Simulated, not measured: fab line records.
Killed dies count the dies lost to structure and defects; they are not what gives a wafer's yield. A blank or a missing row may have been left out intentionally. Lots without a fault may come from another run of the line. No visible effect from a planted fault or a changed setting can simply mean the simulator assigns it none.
Which tool was responsible?    flow gf180mcu    36 wafers from 12 lots sampled at 6 of the route's 602 steps

## WHAT THE GAUGES READ, wafer by wafer
GF_POLY_GATE_THK_MEAS_01.
lot   measured      on             POLY_GATE_CVD_00_THK (nm)
L707  day 8 19:08   film-metro-02  201.5 201.7 200.4
L708  day 9 01:08   film-metro-04  201.6 202.3 201.8
L711  day 9 20:31   film-metro-04  197.6 200.3 199.6
L714  day 10 15:21  film-metro-04  201.4 202.5 202.1
L719  day 12 02:51  film-metro-02  200.8 199.1 200.6
L721  day 12 20:16  film-metro-02  181.0 181.6 180.9
L722  day 12 23:04  film-metro-04  178.8 179.1 179.2
L723  day 13 07:03  film-metro-04  202.9 203.0 202.3
L724  day 13 16:30  film-metro-02  199.3 199.7 198.7
L726  day 14 05:48  film-metro-02  202.7 202.4 200.8
L728  day 14 20:58  film-metro-01  199.0 198.2 199.5
L729  day 15 03:24  film-metro-02  200.5 200.6 199.6

GF_HV_LDD_OVL_MEAS_08.
lot   measured      on          HV_LDD_OVL (nm)
L707  day 10 06:58  overlay-02  2.4 -0.4 0.5
L708  day 10 14:22  overlay-01  0.3 0.1 -0.4
L711  day 11 11:19  overlay-02  -0.9 0.6 3.7
L714  day 12 07:21  overlay-02  0.7 2.0 0.8
L719  day 13 21:03  overlay-01  -1.3 -4.1 -3.5
L721  day 14 15:25  overlay-02  1.6 0.1 0.1
L722  day 14 18:27  overlay-01  -3.3 -3.2 -1.0
L723  day 15 02:58  overlay-02  3.0 -0.4 0.0
L724  day 15 13:10  overlay-01  0.7 0.0 -0.3
L726  day 16 02:50  overlay-02  1.0 1.0 -2.1
L728  day 16 18:48  overlay-02  0.7 -0.4 -0.3
L729  day 17 11:31  overlay-02  0.1 -0.1 2.9

GF_HV_LDD_CD_MEAS_19: the cd target is 400 nm.
lot   measured      on         cd-nm (nm)
L707  day 11 01:32  cd-sem-01  403.0 401.1 403.7
L708  day 11 08:56  cd-sem-01  396.4 398.3 398.6
L711  day 12 05:55  cd-sem-01  401.4 400.9 400.1
L714  day 13 02:44  cd-sem-02  401.2 401.0 400.4
L719  day 14 18:40  cd-sem-01  401.5 399.6 399.6
L721  day 15 12:43  cd-sem-02  399.5 397.2 398.2
L722  day 15 16:16  cd-sem-02  397.1 396.4 397.9
L723  day 16 00:49  cd-sem-01  398.9 399.4 401.0
L724  day 16 10:58  cd-sem-01  400.8 399.8 397.8
L726  day 17 00:09  cd-sem-01  398.8 401.3 398.8
L728  day 17 16:01  cd-sem-02  399.0 397.9 399.9
L729  day 18 11:11  cd-sem-01  402.1 402.3 402.5

## WHICH TOOL RAN EACH LOT (tool, then ch and the chambers of the sampled wafers, then the start)
lot   GF_VT_IMPLANT_STRIP_20                GF_POLY_GATE_CVD_00          GF_POLY_GATE_ETCH_13
L707  plasma-asher-01 ch 0,1, day 6 13:21   lpcvd-01 ch 1, day 8 17:47   rie-si-01 ch 0,1,2, day 9 11:41
L708  plasma-asher-04 ch 0,1, day 6 18:52   lpcvd-01 ch 0, day 8 23:48   rie-si-01 ch 0,1,2, day 9 17:44
L711  plasma-asher-04 ch 0,1, day 7 13:05   lpcvd-02 ch 0, day 9 19:11   rie-si-02 ch 1,2,3, day 10 14:34
L714  plasma-asher-04 ch 0,1, day 8 06:59   lpcvd-02 ch 0, day 10 14:01  rie-si-01 ch 0,2, day 11 10:05
L719  plasma-asher-02 ch 0,1, day 9 14:52   lpcvd-02 ch 0, day 12 01:30  rie-si-01 ch 0,2,3, day 12 22:35
L721  plasma-asher-02 ch 1, day 10 04:16    lpcvd-01 ch 0, day 12 18:56  rie-si-02 ch 0,1, day 13 16:47
L722  plasma-asher-02 ch 0,1, day 10 08:41  lpcvd-01 ch 0, day 12 21:44  rie-si-02 ch 0,3, day 13 19:38
L723  plasma-asher-02 ch 0,1, day 10 15:02  lpcvd-02 ch 0, day 13 05:43  rie-si-01 ch 0,1,2, day 14 04:14
L724  plasma-asher-04 ch 0,1, day 10 22:58  lpcvd-02 ch 0, day 13 15:10  rie-si-02 ch 0,1, day 14 13:56
L726  plasma-asher-04 ch 0,1, day 11 13:10  lpcvd-02 ch 0, day 14 04:28  rie-si-02 ch 1,2,3, day 15 03:17
L728  plasma-asher-02 ch 0,1, day 12 02:10  lpcvd-02 ch 1, day 14 19:38  rie-si-01 ch 0,2,3, day 15 18:38
L729  plasma-asher-01 ch 0,1, day 12 08:37  lpcvd-02 ch 1, day 15 02:04  rie-si-02 ch 1,2,3, day 16 01:41
- GF_VT_IMPLANT_STRIP_20: strips in O2/N2.
- GF_POLY_GATE_CVD_00: deposits poly-Si, target thk 200 nm, time 1200 s.
- GF_POLY_GATE_ETCH_13: etches poly-Si in HBr/Cl2, stops on SiO2, target depth 198.5 nm, time 69.6 s.

## WHAT THE TOOLS THEMSELVES READ (means of the sampled wafers that have a number; where no wafer has one, the mark that the record gives instead)
GF_VT_IMPLANT_STRIP_20.
lot   tool             drypump-motor-current-A (A)  heater-power-w (W)  oes-product-au (a.u.)  strip-time-to-endpoint-s (s)
L707  plasma-asher-01  5.7                          333                 0.714                  12.64
L708  plasma-asher-04  5.6                          286                 0.717                  12.62
L711  plasma-asher-04  5.2                          291                 0.715                  12.65
L714  plasma-asher-04  5.6                          286                 0.712                  12.65
L719  plasma-asher-02  5.6                          327                 0.723                  12.66
L721  plasma-asher-02  5.3                          322                 0.713                  12.62
L722  plasma-asher-02  6.0                          332                 0.712                  12.67
L723  plasma-asher-02  5.7                          327                 0.718                  12.61
L724  plasma-asher-04  5.2                          290                 0.714                  12.67
L726  plasma-asher-04  5.7                          287                 0.716                  12.64
L728  plasma-asher-02  5.7                          330                 0.715                  12.62
L729  plasma-asher-01  5.6                          339                 0.712                  12.67

GF_POLY_GATE_CVD_00.
lot   tool      spike-tc-upper-C (C)
L707  lpcvd-01  618.6
L708  lpcvd-01  620.5
L711  lpcvd-02  618.2
L714  lpcvd-02  619.3
L719  lpcvd-02  619.1
L721  lpcvd-01  620.5
L722  lpcvd-01  620.3
L723  lpcvd-02  618.1
L724  lpcvd-02  618.1
L726  lpcvd-02  618.6
L728  lpcvd-02  621.0
L729  lpcvd-02  621.3

GF_POLY_GATE_ETCH_13.
lot   tool       HBr_flow_sccm (sccm)  drypump-motor-current-A (A)  oes-product-au (a.u.)  throttle-valve-pct (%)
L707  rie-si-01  150.0                 6.0                          0.995                  33.689
L708  rie-si-01  149.7                 6.0                          0.993                  33.689
L711  rie-si-02  149.8                 6.1                          0.982                  33.678
L714  rie-si-01  150.1                 5.8                          0.991                  33.689
L719  rie-si-01  150.2                 5.8                          0.989                  33.692
L721  rie-si-02  150.1                 5.8                          0.934                  33.679
L722  rie-si-02  150.3                 6.3                          0.922                  33.689
L723  rie-si-01  150.1                 6.0                          0.994                  33.684
L724  rie-si-02  150.3                 5.8                          0.995                  33.674
L726  rie-si-02  149.9                 6.1                          0.994                  33.687
L728  rie-si-01  150.2                 5.9                          0.985                  33.683
L729  rie-si-02  150.1                 6.1                          0.991                  33.687

## THE ANSWER, worked out from the rows above alone
Rule: usual is defined by the lots themselves. Put in order of their means at a reading, lots are off if they are a third of the lots or fewer, leave a main group of 4 or more, and stand apart from it by a gap of 3 or more times the standard deviation of the main group's means; of several such gaps the widest counts. A main group is skipped when, at the precision printed for the reading in the tables above, its means are all equal. Also off: a lot with no number at a reading for which 4 or more lots have one. Any other lot the step has rows for is counted as sound. Order of review: gauges by route order, followed by the tools' own readings, for which a lot's mean as printed above is used. At the first step where some lot is off, the reading lying furthest off is the one used; lots without a number count as furthest.
Off: L721, L722, seen at GF_POLY_GATE_THK_MEAS_01 (POLY_GATE_CVD_00_THK). Mean 200.8 nm and standard deviation 1.3 in the main group.
If a tool, at a process step before that reading, ran all the lots that are off and no sound lot after the first of them, it fits. Not tried: the gauges at GF_POLY_GATE_THK_MEAS_01; whatever is off there is also off at GF_POLY_GATE_ETCH_13, on other tools, and gauge error can't account for it. One fits: GF_POLY_GATE_CVD_00 on lpcvd-01. Its last sound lot is L708 (day 8 23:48), its first lot that is off L721 (day 12 18:56): a fault that began between those two fits.

## WHAT THE SIMULATOR HAD INSERTED
Site profile drift: lpcvd-01, from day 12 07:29 on, at GF_POLY_GATE_CVD_00. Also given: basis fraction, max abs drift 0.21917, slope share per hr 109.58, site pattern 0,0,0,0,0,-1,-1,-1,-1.
Shown lots that were struck: L721, L722. The rule given above showed the same thing.
